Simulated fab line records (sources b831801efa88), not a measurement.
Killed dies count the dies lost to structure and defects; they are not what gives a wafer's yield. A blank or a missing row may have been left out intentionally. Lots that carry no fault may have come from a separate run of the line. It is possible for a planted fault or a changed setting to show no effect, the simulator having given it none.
fab line records	flow sky130
[record] lots = 15	wafers = 44	last_day = 49
route steps=708 shown FIELD_ISO@23 DNWELL@44 NWELL@67
lots that met no fault: taken from a fault-free run of the same line
start_h: the number of hours between the record's first day and the start of the first shown wafer of the lot	wait_h: hours since the lot's step before	" identical to the entry in the row above	L1.1+2: several wafers, shown together as one row	- either no value or no given start	* or withheld: withheld	< > ~ a bound
route shown NAME@n: a module of which the file shows steps, and the number in the route of the first	usual: the fault-free wafers' mean and standard deviation	same: alike in all rows	chamber/n: place in a boat	sites: the reading at each site	_std_site: how widely they spread, as a standard deviation	_edge_site: inner sites' mean taken away from outer sites' mean	radius_mm: for every site, how far away it sits from the centre of the wafer	mask NAME#n: copy n	behind: tool/chamber where the wafer was last shaped	hold: the reason the lot was held/the length of the hold in hours/how it ended	device: the transistor (n, p or np) that didn't switch	end of line: the tests these same wafers got at the end of their route	a step given without rows: its recipe and nothing more	killed: at the first sort, the dies lost to defects and structure; wafer yield is something else	map: shows each die of a wafer: x if killed, . if not, _ if none is there
set.NAME: the run value of the setting; set.NAME@STEP: its run value at that earlier step	model.NAME: the simulator's own value behind a step, which no gauge read
route steps across a sampled set of lots; one table per step, one row per wafer
services: when a tool's chamber went out of use (start_h, in hours from the record's first day, below 0 if earlier), for how many hours, and the reason
[[steps]]
[step SKY_FIELD_ISO_OXIDATION_22]
[recipe] temp_c = 950	ambient = O2	stabilise_s = 600	purge_s = 300	target_thk_a = 100	ox_time_s = 623
[usual] ox_temp_c = 950.1/0.37	ox_temp_c_max = 954.3/1.4	zone_power_bottom_pct = 29.1/1.8
lot.wafer	tool	chamber	start_h	wait_h	ox_temp_c	ox_temp_c_max	zone_power_bottom_pct
L921.1	furnace-02	0	36.24	5.9	949.6	955.5	31.9
L921.4	"	0	"	"	950.0	956.1	32.0
L921.6	"	0	"	"	949.5	955.8	31.6
L923.1	furnace-02	0	44.26	2.8	949.4	955.2	32.1
L923.2	"	0	"	"	949.5	955.0	31.3
L923.6	"	0	"	"	950.2	955.7	31.6
L924.3	furnace-02	0	48.43	3.5	950.3	957.8	31.5
L924.4	"	0	"	"	949.3	954.3	31.8
L924.5	"	0	"	"	950.1	957.5	31.2
L925.3	furnace-01	0	54.25	1.6	949.9	952.6	28.0
L925.5	"	0	"	"	950.1	953.2	27.8
L925.6	"	0	"	"	949.5	953.7	27.7
L926.1	furnace-01	0	58.69	0.0	950.4	953.5	27.6
L926.3	"	0	"	"	950.5	953.5	28.0
L926.5	"	0	"	"	950.5	955.0	27.8
L928.1	furnace-02	0	69.08	0.0	950.7	956.2	31.4
L928.3	"	0	"	"	949.7	956.1	32.0
L928.5	"	0	"	"	950.1	955.8	31.6
L929.1	furnace-01	0	75.04	1.0	949.7	953.8	28.0
L929.5	"	0	"	"	950.1	955.0	28.3
L931.1	furnace-01	0	82.55	0.0	949.3	953.0	28.1
L931.3	"	0	"	"	950.3	953.3	27.6
L931.6	"	0	"	"	949.8	952.9	28.3
L932.2	furnace-01	0	88.32	0.9	950.1	953.1	28.2
L932.5	"	0	"	"	950.4	952.8	27.8
L932.6	"	0	"	"	950.4	953.0	28.3
L933.4	furnace-01	0	93.37	0.0	950.2	953.3	28.0
L933.5	"	0	"	"	950.1	952.8	28.0
L933.6	"	0	"	"	950.4	953.3	27.5
L934.1	furnace-02	0	99.82	2.0	950.0	956.4	31.5
L934.2	"	0	"	"	950.2	956.6	31.7
L934.6	"	0	"	"	949.9	957.6	31.6
L938.3	furnace-01	0	118.89	0.0	949.7	953.1	27.5
L938.5	"	0	"	"	950.2	953.7	27.9
L938.6	"	0	"	"	950.4	953.2	28.4
L942.1	furnace-01	-	140.43	1.7	-	-	-
L942.2	"	-	"	"	-	-	-
L942.4	"	-	"	"	-	-	-
L943.1	furnace-01	-	144.46	0.6	-	-	-
L943.2	"	-	"	"	-	-	-
L943.4	"	-	"	"	-	-	-
L944.2	furnace-02	-	148.21	0.0	-	-	-
L944.3	"	-	"	"	-	-	-
L944.5	"	-	"	"	-	-	-
[step SKY_DNWELL_TW_MEAS_09]
[usual] DNWELL_TW = 1119/8.5
lot.wafer	tool	chamber	start_h	wait_h	DNWELL_TW
L921.1	film_metro-03	-	62.80	0.1	1113
L921.4	"	-	"	"	1117
L921.6	"	-	"	"	1109
L923.1	film_metro-03	-	68.30	0.1	1114
L923.2	"	-	"	"	1111
L923.6	"	-	"	"	1103
L924.3	film_metro-03	-	74.82	0.1	1111
L924.4	"	-	"	"	1114
L924.5	"	-	"	"	1108
L925.3	film_metro-03	-	77.70	0.1	1107
L925.5	"	-	"	"	1113
L925.6	"	-	"	"	1108
L926.1	film_metro-03	-	82.00	0.1	1107
L926.3	"	-	"	"	1108
L926.5	"	-	"	"	1101
L928.1	film_metro-04	-	91.40	0.1	1117
L928.3	"	-	"	"	1122
L928.5	"	-	"	"	1117
L929.1	film_metro-03	-	99.16	0.1	1115
L929.5	"	-	"	"	1122
L931.1	film_metro-02	-	105.76	0.1	1117
L931.3	"	-	"	"	1115
L931.6	"	-	"	"	1115
L932.2	film_metro-04	-	110.79	0.1	1123
L932.5	"	-	"	"	1124
L932.6	"	-	"	"	1120
L933.4	film_metro-02	-	120.18	0.1	1128
L933.5	"	-	"	"	1127
L933.6	"	-	"	"	1128
L934.1	film_metro-03	-	127.60	0.1	1114
L934.2	"	-	"	"	1114
L934.6	"	-	"	"	1118
L938.3	film_metro-02	-	143.68	0.1	1127
L938.5	"	-	"	"	1130
L938.6	"	-	"	"	1129
[step SKY_NWELL_STRIP_14]
[recipe] chemistry = O2/N2	power_w = 1400	pressure_mtorr = 1500	platen_temp_c = withheld	o2_flow_sccm = 3000	n2_flow_sccm = 300	overash_fraction = 0.5
[usual] drypump_motor_current_A = 5.7/0.44	n2_flow_sccm = 300.0/0.82	oes_product_au = 0.722/0.0041	strip_time_to_endpoint_s = 36.91/0.1
lot.wafer	tool	chamber	start_h	wait_h	drypump_motor_current_A	n2_flow_sccm	oes_product_au	rf_hours_counter_h	strip_time_to_endpoint_s
L921.1	plasma_asher-03	0	96.20	0.1	5.3	300.4	0.713	41	37.03
L921.4	"	1	"	"	5.5	301.8	0.732	-	36.88
L921.6	"	1	"	"	5.6	301.4	0.719	-	36.90
L923.1	plasma_asher-03	1	103.33	0.1	5.5	300.1	0.719	42	36.85
L923.2	"	0	"	"	5.3	300.1	0.727	42	36.90
L923.6	"	0	"	"	5.3	300.5	0.719	-	36.78
L924.3	plasma_asher-01	0	108.52	0.1	5.4	301.8	0.717	-	37.13
L924.4	"	1	"	"	6.1	300.0	0.724	-	37.00
L924.5	"	0	"	"	5.4	299.2	0.727	-	37.05
L925.3	plasma_asher-01	1	112.27	0.1	6.1	300.7	0.723	-	37.00
L925.5	"	1	"	"	6.1	300.6	0.718	-	37.05
L925.6	"	0	"	"	5.4	299.6	0.726	-	37.00
L926.1	plasma_asher-01	0	114.62	0.1	5.4	298.7	0.718	44	36.81
L926.3	"	1	"	"	6.1	299.2	0.716	-	36.77
L926.5	"	0	"	"	5.4	300.8	0.726	-	36.87
L928.1	plasma_asher-01	1	128.05	0.1	6.1	299.9	0.727	45	36.83
L928.3	"	1	"	"	6.1	301.2	0.724	-	36.79
L928.5	"	1	"	"	6.1	300.3	0.721	-	36.83
L929.1	plasma_asher-03	1	136.58	0.1	5.5	299.4	0.725	2	36.86
L929.5	"	1	"	"	5.5	299.8	0.722	-	36.86
L931.1	plasma_asher-01	1	143.25	0.1	6.1	299.1	0.722	46	36.88
L931.3	"	0	"	"	5.4	301.3	0.722	-	36.83
L931.6	"	0	"	"	5.4	300.7	0.725	-	36.72
L932.2	plasma_asher-04	1	148.60	0.1	6.3	300.9	0.726	34	36.78
L932.5	"	1	"	"	6.4	299.2	0.727	-	36.79
L932.6	"	0	"	"	5.1	299.0	0.718	-	36.84
L933.4	plasma_asher-01	1	159.63	0.1	6.1	299.2	0.733	-	36.89
L933.5	"	0	"	"	5.4	299.6	0.717	-	36.96
L933.6	"	1	"	"	6.1	301.6	0.721	-	36.94
L934.1	plasma_asher-04	0	167.67	0.1	5.1	301.1	0.721	36	36.90
L934.2	"	1	"	"	6.4	301.3	0.726	36	36.90
L934.6	"	0	"	"	5.1	301.0	0.724	-	36.87
L938.3	plasma_asher-03	1	185.52	0.1	5.5	298.8	0.725	-	36.94
L938.5	"	0	"	"	5.3	299.1	0.721	-	36.91
L938.6	"	1	"	"	5.6	298.8	0.725	-	37.16
[step SKY_NWELL_TW_MEAS_26]
[usual] NWELL_2_TW = 497/3.6
lot.wafer	tool	chamber	start_h	wait_h	NWELL_2_TW
L921.1	film_metro-03	-	112.98	0.1	497
L921.4	"	-	"	"	495
L921.6	"	-	"	"	493
L923.1	film_metro-03	-	121.25	0.1	491
L923.2	"	-	"	"	491
L923.6	"	-	"	"	493
L924.3	film_metro-04	-	127.52	0.1	501
L924.4	"	-	"	"	499
L924.5	"	-	"	"	499
L925.3	film_metro-04	-	131.30	0.1	499
L925.5	"	-	"	"	496
L925.6	"	-	"	"	498
L926.1	film_metro-04	-	133.77	0.1	499
L926.3	"	-	"	"	500
L926.5	"	-	"	"	500
L928.1	film_metro-03	-	147.47	0.1	492
L928.3	"	-	"	"	492
L928.5	"	-	"	"	493
L929.1	film_metro-04	-	156.30	0.1	499
L929.5	"	-	"	"	499
L931.1	film_metro-02	-	163.47	0.1	498
L931.3	"	-	"	"	497
L931.6	"	-	"	"	497
L932.2	film_metro-03	-	169.28	0.1	494
L932.5	"	-	"	"	495
L932.6	"	-	"	"	493
L933.4	film_metro-03	-	180.80	0.1	496
L933.5	"	-	"	"	493
L933.6	"	-	"	"	490
L934.1	film_metro-04	-	188.98	0.1	502
L934.2	"	-	"	"	504
L934.6	"	-	"	"	505
L938.3	film_metro-02	-	208.07	0.1	501
L938.5	"	-	"	"	501
L938.6	"	-	"	"	502
[[services]]
tool	chamber	start_h	hours	kind
plasma_asher-04	-	12.78	0.6	repair
plasma_asher-03	-	12.91	3.7	repair
furnace-01	-	25.41	13.2	pm
furnace-02	-	86.18	3.6	pm
plasma_asher-03	-	86.24	4.9	repair
furnace-01	-	94.65	3.9	pm
plasma_asher-01	-	95.26	4.0	repair
furnace-01	-	98.50	3.9	pm
plasma_asher-03	-	108.75	9.0	pm
plasma_asher-03	0	108.75	9.0	vent_cycle
plasma_asher-03	1	108.75	9.0	vent_cycle
plasma_asher-03	0	117.75	-	clean
plasma_asher-03	1	117.75	-	clean
furnace-02	-	131.63	3.2	pm
plasma_asher-01	-	177.35	10.0	pm
[[key]]
[first_sign] step = SKY_FIELD_ISO_OXIDATION_22	reading = tool_record	direction = missing
effect none on later readings
met_at SKY_FIELD_ISO_OXIDATION_22
struck_lots L942,L943,L944
later_rows_left_out L942.1,L942.2,L942.4,L943.1,L943.2,L943.4,L944.2,L944.3,L944.5
sort_left_out L942.1,L942.2,L942.4,L943.1,L943.2,L943.4,L944.2,L944.3,L944.5
tester_left_out L942,L943,L944
not_acting_at SKY_DNWELL_TW_MEAS_09,SKY_NWELL_STRIP_14,SKY_NWELL_TW_MEAS_26
onset_between 118.89 140.43
[fault] kind = skipped_step_whole	tool = furnace-01,furnace-02	chamber = -	onset_h = 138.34	steps = SKY_FIELD_ISO_OXIDATION_22	scope = struck_lots_only
// tester_left_out: of these lots the tester's yield and bins aren't shown, on N5 and GAA mostly nor the transistor test; their killed dies are dies lost to structure and defects alone, not to doping, threshold or leakage, so they don't give the yield
// sort_left_out: the simulated sort isn't trusted on such a fault, so these wafers' sort isn't shown, and their yield isn't known
// later_rows_left_out: the simulator's readings of these wafers behind a module that went badly wrong aren't trusted and aren't shown, but for the sort
